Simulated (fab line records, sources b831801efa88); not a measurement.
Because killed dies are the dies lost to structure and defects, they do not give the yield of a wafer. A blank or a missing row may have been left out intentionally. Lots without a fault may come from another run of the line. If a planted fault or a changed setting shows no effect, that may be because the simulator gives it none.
fab line records | flow sky130
[record] lots = 14 | wafers = 42 | last_day = 50
route steps=708 shown LDD_HVP@285 POLY_CUT@312 RES_XHIGH@341 PAD_OPEN@708
lots that met no fault: taken from a fault-free run of the same line
start_h: the number of hours between the record's first day and the start of the first shown wafer of the lot | wait_h: how many hours have passed since the lot's step before this one | " identical to the entry in the row above | L1.1+2: one row covering several wafers at once | - either no value or no given start | * or withheld: withheld | < > ~ a bound
route shown NAME@n: a module of which the file shows steps, and the number in the route of the first | usual: mean and standard deviation over wafers with no fault | same: alike in all rows | chamber/n: place in a boat | sites: per-site readings | _std_site: standard deviation of those values | _edge_site: the outer-site mean with the inner-site mean subtracted | radius_mm: how far each site lies from the wafer's centre | mask NAME#n: copy n | behind: the last tool/chamber to shape the wafer | hold: what put the lot on hold/how long, in hours/how the hold closed | device: the n, p or np transistor that did not switch | end of line: the route-end tests of the same wafers | for a step that has no rows: nothing shown but its recipe | killed: at the first sort, the dies lost to defects and structure; wafer yield is something else | map: the dies of a wafer, with x for killed, . for not killed, _ for no die there
set.NAME: the setting that was run; set.NAME@STEP: the one run at that earlier step | model.NAME: the simulator's own value behind a step, which no gauge read
steps of the route over a sample of lots; a table a step, a row a wafer
services: from which hour (start_h, from the record's first day; less than 0 if before it) a tool's chamber was out of use, for how many hours, and why
[[steps]]
[step SKY_LDD_HVP_OVL_MEAS_07]
[usual] LDD_HVP_OVL = -0.6/1.3
lot.wafer | tool       | chamber | start_h | wait_h | LDD_HVP_OVL[nm]
L407.1    | overlay-02 | -       | 517.53  | 0.1    | -0.6
L407.2    | "          | -       | "       | "      | -0.8
L407.4    | "          | -       | "       | "      | 0.7
L408.3    | overlay-01 | -       | 523.19  | 0.1    | -0.1
L408.4    | "          | -       | "       | "      | -0.4
L408.5    | "          | -       | "       | "      | -0.4
L409.2    | overlay-01 | -       | 523.75  | 0.1    | 1.8
L409.3    | "          | -       | "       | "      | 0.0
L409.5    | "          | -       | "       | "      | 1.1
L410.1    | overlay-01 | -       | 539.35  | 0.1    | 1.5
L410.4    | "          | -       | "       | "      | -2.1
L410.5    | "          | -       | "       | "      | -0.7
L411.2    | overlay-01 | -       | 546.45  | 0.1    | 0.0
L411.3    | "          | -       | "       | "      | -0.9
L411.4    | "          | -       | "       | "      | -2.5
L412.3    | overlay-02 | -       | 551.01  | 0.1    | -1.0
L412.4    | "          | -       | "       | "      | -0.9
L412.5    | "          | -       | "       | "      | 0.6
L413.1    | overlay-02 | -       | 556.49  | 0.1    | -2.6
L413.4    | "          | -       | "       | "      | -3.3
L413.5    | "          | -       | "       | "      | -1.4
L414.1    | overlay-01 | -       | 562.80  | 0.1    | 0.6
L414.2    | "          | -       | "       | "      | 1.2
L414.3    | "          | -       | "       | "      | -1.1
L415.2    | overlay-02 | -       | 577.18  | 0.1    | -1.9
L415.4    | "          | -       | "       | "      | -2.8
L415.6    | "          | -       | "       | "      | -1.2
L423.2    | overlay-02 | -       | 632.35  | 0.1    | -2.4
L423.4    | "          | -       | "       | "      | -1.2
L423.5    | "          | -       | "       | "      | 0.6
L424.1    | overlay-02 | -       | 639.58  | 0.1    | -1.0
L424.2    | "          | -       | "       | "      | -2.2
L424.4    | "          | -       | "       | "      | -2.8
L425.1    | overlay-01 | -       | 647.35  | 0.1    | -1.0
L425.2    | "          | -       | "       | "      | 0.3
L425.3    | "          | -       | "       | "      | -1.4
L426.2    | overlay-01 | -       | 658.86  | 0.1    | 0.2
L426.3    | "          | -       | "       | "      | 1.4
L426.4    | "          | -       | "       | "      | 2.2
L428.1    | overlay-02 | -       | 672.33  | 0.1    | -1.7
L428.3    | "          | -       | "       | "      | -0.7
L428.4    | "          | -       | "       | "      | -1.5
[step SKY_POLY_CUT_EXPOSE_05]
[recipe] mask_id = NPCM | na = 0.8 | source_shape = annular | sigma_inner = 0.55 | sigma_outer = 0.85 | target_cd_nm = 270 | dose_mj = 32
lot.wafer  | tool           | chamber | start_h | wait_h | mask
L407.1+2+4 | krf_scanner-01 | 0       | 565.15  | -      | NPCM#0
L409.2+3+5 | krf_scanner-01 | 0       | 571.83  | -      | NPCM#0
L408.3+4+5 | krf_scanner-02 | 0       | 572.09  | -      | NPCM#0
L410.1+4+5 | krf_scanner-01 | 0       | 586.59  | -      | NPCM#0
L411.2+3+4 | krf_scanner-01 | 0       | 594.02  | -      | NPCM#0
L412.3+4+5 | krf_scanner-01 | 0       | 598.20  | -      | NPCM#0
L413.1+4+5 | krf_scanner-01 | 0       | 603.64  | -      | NPCM#0
L414.1+2+3 | krf_scanner-01 | 0       | 609.95  | -      | NPCM#0
L415.2+4+6 | krf_scanner-01 | 0       | 624.28  | -      | NPCM#0
L423.2+4+5 | krf_scanner-01 | 0       | 678.08  | -      | NPCM#0
L424.1+2+4 | krf_scanner-02 | 0       | 684.67  | -      | NPCM#0
L425.1+2+3 | krf_scanner-02 | 0       | 691.59  | -      | NPCM#0
L426.2+3+4 | krf_scanner-01 | 0       | 703.89  | -      | NPCM#0
L428.1+3+4 | krf_scanner-01 | 0       | 718.54  | -      | NPCM#0
[step SKY_POLY_CUT_CD_MEAS_08]
[recipe] target_cd_nm = 270
[usual] cd_nm = 270.6/1.5
lot.wafer | tool      | chamber | start_h | wait_h | cd_nm
L407.1    | cd_sem-01 | -       | 579.95  | -      | 271.3
L407.2    | "         | -       | "       | "      | 271.6
L407.4    | "         | -       | "       | "      | 272.0
L409.2    | cd_sem-02 | -       | 586.83  | -      | 270.4
L409.3    | "         | -       | "       | "      | 271.1
L409.5    | "         | -       | "       | "      | 270.9
L408.3    | cd_sem-02 | -       | 586.97  | -      | 270.6
L408.4    | "         | -       | "       | "      | 270.7
L408.5    | "         | -       | "       | "      | 271.0
L410.1    | cd_sem-01 | -       | 601.26  | -      | 269.3
L410.4    | "         | -       | "       | "      | 269.1
L410.5    | "         | -       | "       | "      | 269.1
L411.2    | cd_sem-01 | -       | 608.51  | -      | 271.1
L411.3    | "         | -       | "       | "      | 272.6
L411.4    | "         | -       | "       | "      | 272.8
L412.3    | cd_sem-01 | -       | 612.15  | -      | 271.1
L412.4    | "         | -       | "       | "      | 271.3
L412.5    | "         | -       | "       | "      | 270.1
L413.1    | cd_sem-01 | -       | 618.74  | -      | 271.0
L413.4    | "         | -       | "       | "      | 271.1
L413.5    | "         | -       | "       | "      | 271.9
L414.1    | cd_sem-02 | -       | 624.30  | -      | 269.1
L414.2    | "         | -       | "       | "      | 270.1
L414.3    | "         | -       | "       | "      | 270.2
L415.2    | cd_sem-02 | -       | 638.46  | -      | 268.7
L415.4    | "         | -       | "       | "      | 269.4
L415.6    | "         | -       | "       | "      | 269.6
L423.2    | cd_sem-01 | -       | 691.57  | -      | 270.8
L423.4    | "         | -       | "       | "      | 271.4
L423.5    | "         | -       | "       | "      | 269.1
L424.1    | cd_sem-02 | -       | 697.95  | -      | 257.6
L424.2    | "         | -       | "       | "      | 257.2
L424.4    | "         | -       | "       | "      | 257.4
L425.1    | cd_sem-01 | -       | 705.05  | -      | 256.6
L425.2    | "         | -       | "       | "      | 257.4
L425.3    | "         | -       | "       | "      | 272.5
L426.2    | cd_sem-01 | -       | 717.33  | -      | 269.5
L426.3    | "         | -       | "       | "      | 268.0
L426.4    | "         | -       | "       | "      | 268.3
L428.1    | cd_sem-02 | -       | 732.71  | -      | 271.7
L428.3    | "         | -       | "       | "      | 273.2
L428.4    | "         | -       | "       | "      | 272.1
[step SKY_POLY_CUT_OVL_MEAS_09]
[usual] POLY_CUT_OVL = 0/5.5
lot.wafer | tool       | chamber | start_h | wait_h | POLY_CUT_OVL[nm]
L407.1    | overlay-02 | -       | 580.07  | 0.1    | 1
L407.2    | "          | -       | "       | "      | 6
L407.4    | "          | -       | "       | "      | -1
L409.2    | overlay-01 | -       | 586.94  | 0.1    | -3
L409.3    | "          | -       | "       | "      | -3
L409.5    | "          | -       | "       | "      | -7
L408.3    | overlay-02 | -       | 587.07  | 0.1    | 4
L408.4    | "          | -       | "       | "      | 6
L408.5    | "          | -       | "       | "      | -3
L410.1    | overlay-02 | -       | 601.38  | 0.1    | -8
L410.4    | "          | -       | "       | "      | -7
L410.5    | "          | -       | "       | "      | -1
L411.2    | overlay-02 | -       | 608.62  | 0.1    | -4
L411.3    | "          | -       | "       | "      | -10
L411.4    | "          | -       | "       | "      | -11
L412.3    | overlay-01 | -       | 612.25  | 0.1    | -3
L412.4    | "          | -       | "       | "      | -3
L412.5    | "          | -       | "       | "      | -3
L413.1    | overlay-02 | -       | 618.86  | 0.1    | -6
L413.4    | "          | -       | "       | "      | -3
L413.5    | "          | -       | "       | "      | 1
L414.1    | overlay-02 | -       | 624.42  | 0.1    | -6
L414.2    | "          | -       | "       | "      | 1
L414.3    | "          | -       | "       | "      | -1
L415.2    | overlay-01 | -       | 638.57  | 0.1    | -8
L415.4    | "          | -       | "       | "      | -6
L415.6    | "          | -       | "       | "      | -7
L423.2    | overlay-02 | -       | 691.68  | 0.1    | 5
L423.4    | "          | -       | "       | "      | 1
L423.5    | "          | -       | "       | "      | -8
L424.1    | overlay-02 | -       | 698.07  | 0.1    | 10
L424.2    | "          | -       | "       | "      | 7
L424.4    | "          | -       | "       | "      | 4
L425.1    | overlay-01 | -       | 705.17  | 0.1    | 0
L425.2    | "          | -       | "       | "      | 3
L425.3    | "          | -       | "       | "      | 1
L426.2    | overlay-01 | -       | 717.44  | 0.1    | -3
L426.3    | "          | -       | "       | "      | 0
L426.4    | "          | -       | "       | "      | 6
L428.1    | overlay-02 | -       | 732.83  | 0.1    | 5
L428.3    | "          | -       | "       | "      | 3
L428.4    | "          | -       | "       | "      | -1
[step SKY_RES_XHIGH_TW_MEAS_09]
[usual] RES_XHIGH_TW = 1635/15
lot.wafer | tool          | chamber | start_h | wait_h | RES_XHIGH_TW
L407.1    | film_metro-03 | -       | 638.99  | 0.1    | 1637
L407.2    | "             | -       | "       | "      | 1642
L407.4    | "             | -       | "       | "      | 1642
L409.2    | film_metro-02 | -       | 645.94  | 0.1    | 1618
L409.3    | "             | -       | "       | "      | 1627
L409.5    | "             | -       | "       | "      | 1623
L408.3    | film_metro-03 | -       | 646.41  | 0.1    | 1642
L408.4    | "             | -       | "       | "      | 1641
L408.5    | "             | -       | "       | "      | 1640
L410.1    | film_metro-02 | -       | 659.48  | 0.1    | 1628
L410.4    | "             | -       | "       | "      | 1626
L410.5    | "             | -       | "       | "      | 1620
L411.2    | film_metro-03 | -       | 665.61  | 0.1    | 1650
L411.3    | "             | -       | "       | "      | 1654
L411.4    | "             | -       | "       | "      | 1644
L412.3    | film_metro-02 | -       | 669.31  | 0.1    | 1624
L412.4    | "             | -       | "       | "      | 1623
L412.5    | "             | -       | "       | "      | 1622
L413.1    | film_metro-03 | -       | 676.88  | 0.1    | 1632
L413.4    | "             | -       | "       | "      | 1637
L413.5    | "             | -       | "       | "      | 1635
L414.1    | film_metro-02 | -       | 681.05  | 0.1    | 1631
L414.2    | "             | -       | "       | "      | 1632
L414.3    | "             | -       | "       | "      | 1632
L415.2    | film_metro-02 | -       | 695.41  | 0.1    | 1627
L415.4    | "             | -       | "       | "      | 1617
L415.6    | "             | -       | "       | "      | 1625
L423.2    | film_metro-03 | -       | 747.36  | 0.1    | 1663
L423.4    | "             | -       | "       | "      | 1668
L423.5    | "             | -       | "       | "      | 1657
L424.1    | film_metro-02 | -       | 753.59  | 0.1    | 1604
L424.2    | "             | -       | "       | "      | 1604
L424.4    | "             | -       | "       | "      | 1609
L425.1    | film_metro-03 | -       | 760.68  | 0.1    | 1656
L425.2    | "             | -       | "       | "      | 1649
L425.3    | "             | -       | "       | "      | 1656
L426.2    | film_metro-02 | -       | 772.86  | 0.1    | 1618
L426.3    | "             | -       | "       | "      | 1606
L426.4    | "             | -       | "       | "      | 1618
L428.1    | film_metro-01 | -       | 787.40  | 0.1    | 1644
L428.3    | "             | -       | "       | "      | 1645
L428.4    | "             | -       | "       | "      | 1646
[step SKY_PAD_OPEN_PROBE_99]
[usual] killed_at_M0_to_M3 = 43/7.1 | killed_at_M4_up = 3.3/2 | killed_at_contacts = 24/5.1 | killed_at_front_end = 15/4.6 | killed_at_other = 0.3/0.6 | killed_dies = 86/9.6 | killed_open = 46/7.3 | killed_short = 39/6.7
[same] gross_dies = 492 | killed_at_back_side = 0
lot.wafer | tool      | chamber | start_h | wait_h | killed_at_M0_to_M3 | killed_at_M4_up | killed_at_contacts | killed_at_front_end | killed_at_other | killed_dies | killed_open | killed_short
L409.2    | prober-02 | -       | 1097.41 | 0.1    | 43                 | 5               | 22                 | 15                  | 0               | 85          | 41          | 44
L409.3    | prober-02 | -       | 1097.46 | 0.2    | 54                 | 2               | 26                 | 20                  | 0               | 102         | 44          | 58
L409.5    | prober-02 | -       | 1097.56 | 0.2    | 57                 | 8               | 14                 | 10                  | 0               | 89          | 47          | 41
L410.1    | prober-02 | -       | 1108.32 | 0.1    | 49                 | 4               | 22                 | 10                  | 0               | 85          | 45          | 40
L410.4    | prober-02 | -       | 1108.47 | 0.2    | 47                 | 0               | 19                 | 12                  | 0               | 78          | 44          | 34
L410.5    | prober-02 | -       | 1108.52 | 0.2    | 53                 | 3               | 21                 | 15                  | 0               | 92          | 44          | 48
L413.1    | prober-01 | -       | 1119.67 | 0.1    | 41                 | 2               | 19                 | 19                  | 1               | 82          | 50          | 29
L413.4    | prober-01 | -       | 1119.82 | 0.2    | 38                 | 3               | 20                 | 21                  | 0               | 82          | 42          | 40
L413.5    | prober-01 | -       | 1119.87 | 0.2    | 38                 | 3               | 25                 | 20                  | 0               | 86          | 39          | 45
L423.2    | prober-01 | -       | 1168.63 | 0.1    | 46                 | 5               | 19                 | 19                  | 0               | 89          | 50          | 38
L423.4    | prober-01 | -       | 1168.73 | 0.2    | 45                 | 8               | 18                 | 16                  | 0               | 87          | 39          | 47
L423.5    | prober-01 | -       | 1168.78 | 0.2    | 40                 | 8               | 21                 | 24                  | 1               | 94          | 50          | 43
L424.1    | prober-02 | -       | 1174.38 | 0.1    | 39                 | 4               | 18                 | 15                  | 1               | 77          | 38          | 38
L424.2    | prober-02 | -       | 1174.43 | 0.1    | 30                 | 4               | 17                 | 14                  | 0               | 65          | 38          | 27
L424.4    | prober-02 | -       | 1174.53 | 0.2    | 43                 | 2               | 21                 | 9                   | 0               | 75          | 35          | 40
L425.1    | prober-01 | -       | 1177.83 | 0.1    | 37                 | 4               | 23                 | 8                   | 0               | 72          | 39          | 33
L425.2    | prober-01 | -       | 1177.88 | 0.1    | 44                 | 2               | 28                 | 14                  | 0               | 88          | 62          | 26
L425.3    | prober-01 | -       | 1177.93 | 0.2    | 40                 | 1               | 32                 | 19                  | 0               | 92          | 54          | 38
L428.1    | prober-02 | -       | 1193.93 | 0.1    | 43                 | 2               | 18                 | 11                  | 4               | 78          | 45          | 31
L428.3    | prober-02 | -       | 1194.03 | 0.2    | 63                 | 3               | 31                 | 14                  | 0               | 111         | 54          | 57
L428.4    | prober-02 | -       | 1194.08 | 0.2    | 35                 | 3               | 15                 | 13                  | 0               | 66          | 33          | 33
// killed by level:class
L409.2 VIA1:geometric_particle:open=7 VIA3:geometric_particle:open=7 LI_CONTACT:geometric_particle:open=6 METAL1:geometric_particle:short=6 LOCAL_INTERCONNECT:geometric_particle:short=6 CONTACT:geometric_particle:open=5 FIELD_ISO:geometric_particle:open=4 METAL4:geometric_particle:short=4
L409.3 METAL1:geometric_particle:short=11 VIA1:geometric_particle:open=11 VIA3:geometric_particle:open=8 CONTACT:geometric_particle:short=7 POLY_GATE:geometric_particle:short=6 LI_CONTACT:geometric_particle:open=6 CONTACT:geometric_particle:open=6 METAL2:geometric_particle:short=6
L409.5 VIA1:geometric_particle:open=13 METAL1:geometric_particle:short=10 VIA2:geometric_particle:open=10 METAL4:geometric_particle:short=7 METAL2:geometric_particle:short=6 METAL1:geometric_particle:open=5 CONTACT:geometric_particle:open=5 FIELD_ISO:geometric_particle:open=3
L410.1 VIA1:geometric_particle:open=10 CONTACT:geometric_particle:open=9 VIA2:geometric_particle:open=8 METAL1:geometric_particle:short=7 CONTACT:geometric_particle:short=6 LI_CONTACT:geometric_particle:open=5 VIA1:geometric_particle:short=5 METAL3:geometric_particle:short=4
L410.4 VIA1:geometric_particle:open=12 LI_CONTACT:geometric_particle:open=9 METAL1:geometric_particle:short=7 VIA1:geometric_particle:short=6 VIA2:geometric_particle:open=6 LOCAL_INTERCONNECT:geometric_particle:short=5 METAL2:geometric_particle:short=5 VIA3:geometric_particle:open=4
L410.5 VIA2:geometric_particle:open=11 METAL2:geometric_particle:short=9 CONTACT:geometric_particle:open=8 LI_CONTACT:geometric_particle:open=7 VIA1:geometric_particle:short=7 METAL1:geometric_particle:short=6 VIA1:geometric_particle:open=6 FIELD_ISO:geometric_particle:short=5
L413.1 VIA1:geometric_particle:open=11 CONTACT:geometric_particle:open=10 VIA3:geometric_particle:open=9 VIA2:geometric_particle:open=5 VIA1:geometric_particle:short=4 VIA3:geometric_particle:short=4 FIELD_ISO:geometric_particle:short=3 SPACER:geometric_particle:short=3
L413.4 CONTACT:geometric_particle:open=11 VIA1:geometric_particle:open=11 FIELD_ISO:geometric_particle:short=8 METAL1:geometric_particle:short=7 POLY_GATE:geometric_particle:open=5 VIA1:geometric_particle:short=5 POLY_GATE:geometric_particle:short=4 METAL2:geometric_particle:short=4
L413.5 CONTACT:geometric_particle:short=10 VIA1:geometric_particle:open=10 METAL2:geometric_particle:short=8 LI_CONTACT:geometric_particle:open=6 VIA1:geometric_particle:short=5 CONTACT:geometric_particle:open=5 FIELD_ISO:geometric_particle:short=4 FIELD_ISO:geometric_particle:open=4
L423.2 VIA1:geometric_particle:open=19 CONTACT:geometric_particle:open=7 METAL2:geometric_particle:short=6 POLY_GATE:geometric_particle:open=5 CONTACT:geometric_particle:short=5 FIELD_ISO:geometric_particle:short=4 FIELD_ISO:geometric_particle:open=4 POLY_GATE:geometric_particle:short=4
L423.4 METAL2:geometric_particle:short=8 VIA1:geometric_particle:open=7 CONTACT:geometric_particle:open=7 LI_CONTACT:geometric_particle:open=6 METAL4:geometric_particle:short=6 POLY_GATE:geometric_particle:open=5 VIA1:geometric_particle:short=5 VIA3:geometric_particle:short=5
L423.5 VIA1:geometric_particle:open=11 VIA2:geometric_particle:open=9 POLY_GATE:geometric_particle:short=7 CONTACT:geometric_particle:open=7 FIELD_ISO:geometric_particle:short=5 FIELD_ISO:geometric_particle:open=5 LI_CONTACT:geometric_particle:open=5 METAL4:geometric_particle:short=5
L424.1 METAL2:geometric_particle:short=11 VIA1:geometric_particle:open=9 CONTACT:geometric_particle:open=7 METAL1:geometric_particle:short=7 LI_CONTACT:geometric_particle:open=5 POLY_GATE:geometric_particle:short=4 VIA3:geometric_particle:open=4 FIELD_ISO:geometric_particle:open=3
L424.2 VIA1:geometric_particle:open=9 FIELD_ISO:geometric_particle:open=7 CONTACT:geometric_particle:open=7 METAL1:geometric_particle:short=5 METAL2:geometric_particle:short=4 LI_CONTACT:geometric_particle:open=4 POLY_GATE:geometric_particle:short=3 CONTACT:geometric_particle:short=3
L424.4 VIA1:geometric_particle:short=9 VIA1:geometric_particle:open=7 LI_CONTACT:geometric_particle:open=6 VIA2:geometric_particle:open=6 VIA3:geometric_particle:open=5 METAL1:geometric_particle:short=5 METAL2:geometric_particle:short=5 LI_CONTACT:geometric_particle:short=4
L425.1 CONTACT:geometric_particle:open=9 VIA1:geometric_particle:open=7 VIA2:geometric_particle:open=7 VIA1:geometric_particle:short=5 LI_CONTACT:geometric_particle:open=4 FIELD_ISO:geometric_particle:short=3 LOCAL_INTERCONNECT:geometric_particle:open=3 CONTACT:geometric_particle:short=3
L425.2 CONTACT:geometric_particle:open=12 LI_CONTACT:geometric_particle:open=10 VIA1:geometric_particle:open=9 VIA3:geometric_particle:open=7 VIA2:geometric_particle:open=6 METAL2:geometric_particle:short=6 FIELD_ISO:geometric_particle:open=4 METAL3:geometric_particle:short=4
L425.3 CONTACT:geometric_particle:open=13 VIA1:geometric_particle:open=12 FIELD_ISO:geometric_particle:open=7 VIA3:geometric_particle:open=7 LI_CONTACT:geometric_particle:open=6 VIA1:geometric_particle:short=6 VIA2:geometric_particle:open=6 LOCAL_INTERCONNECT:geometric_particle:short=5
L428.1 VIA1:geometric_particle:open=10 CONTACT:geometric_particle:open=7 METAL2:geometric_particle:short=7 LI_CONTACT:geometric_particle:open=6 VIA3:geometric_particle:open=6 VIA1:geometric_particle:short=5 VIA2:geometric_particle:open=5 FIELD_ISO:geometric_particle:open=3
L428.3 VIA3:geometric_particle:open=12 VIA1:geometric_particle:open=10 METAL2:geometric_particle:short=10 VIA2:geometric_particle:open=8 LI_CONTACT:geometric_particle:short=7 CONTACT:geometric_particle:open=7 VIA3:geometric_particle:short=6 LI_CONTACT:geometric_particle:open=6
L428.4 VIA1:geometric_particle:open=8 VIA2:geometric_particle:open=6 POLY_GATE:geometric_particle:short=4 LOCAL_INTERCONNECT:geometric_particle:short=4 CONTACT:geometric_particle:open=4 VIA1:geometric_particle:short=4 VIA2:geometric_particle:short=4 FIELD_ISO:geometric_particle:short=3
[[services]]
tool           | chamber | start_h | hours | kind
krf_scanner-02 | -       | 556.38  | 1.3   | pm
krf_scanner-01 | -       | 559.05  | 1.5   | repair
krf_scanner-01 | -       | 565.74  | 4.4   | pm
krf_scanner-01 | -       | 578.93  | 0.8   | pm
krf_scanner-01 | 0       | 581.76  | -     | calibration
krf_scanner-02 | -       | 589.83  | 4.4   | pm
krf_scanner-01 | -       | 616.68  | 3.6   | pm
krf_scanner-02 | 0       | 648.27  | -     | calibration
krf_scanner-01 | -       | 649.19  | 1.3   | pm
krf_scanner-02 | -       | 658.36  | 1.0   | pm
krf_scanner-01 | -       | 667.66  | 1.0   | pm
krf_scanner-02 | -       | 676.26  | 0.8   | pm
[[key]]
[first_sign] step = SKY_POLY_CUT_CD_MEAS_08 | reading = cd_nm | direction = down | sigmas = 9.2 | usual = 270.6 | struck = 257.2
effect none on later readings
met_at SKY_POLY_CUT_EXPOSE_05
struck_lots L424,L425
struck_wafers L424.1,L424.2,L424.4,L425.1,L425.2
tester_left_out L424,L425
not_acting_at SKY_LDD_HVP_OVL_MEAS_07,SKY_POLY_CUT_OVL_MEAS_09,SKY_RES_XHIGH_TW_MEAS_09
onset_between 572.09 684.67
[fault] kind = process_parameter_drift | tool = krf_scanner-02 | chamber = - | onset_h = 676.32 | steps = SKY_POLY_CUT_EXPOSE_05 | channel = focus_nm | offset = 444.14 | shape = step | end_h = 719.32 | scope = struck_wafers_only
// tester_left_out: of these lots the tester's yield and bins aren't shown, on N5 and GAA mostly nor the transistor test; their killed dies are dies lost to structure and defects alone, not to doping, threshold or leakage, so they don't give the yield
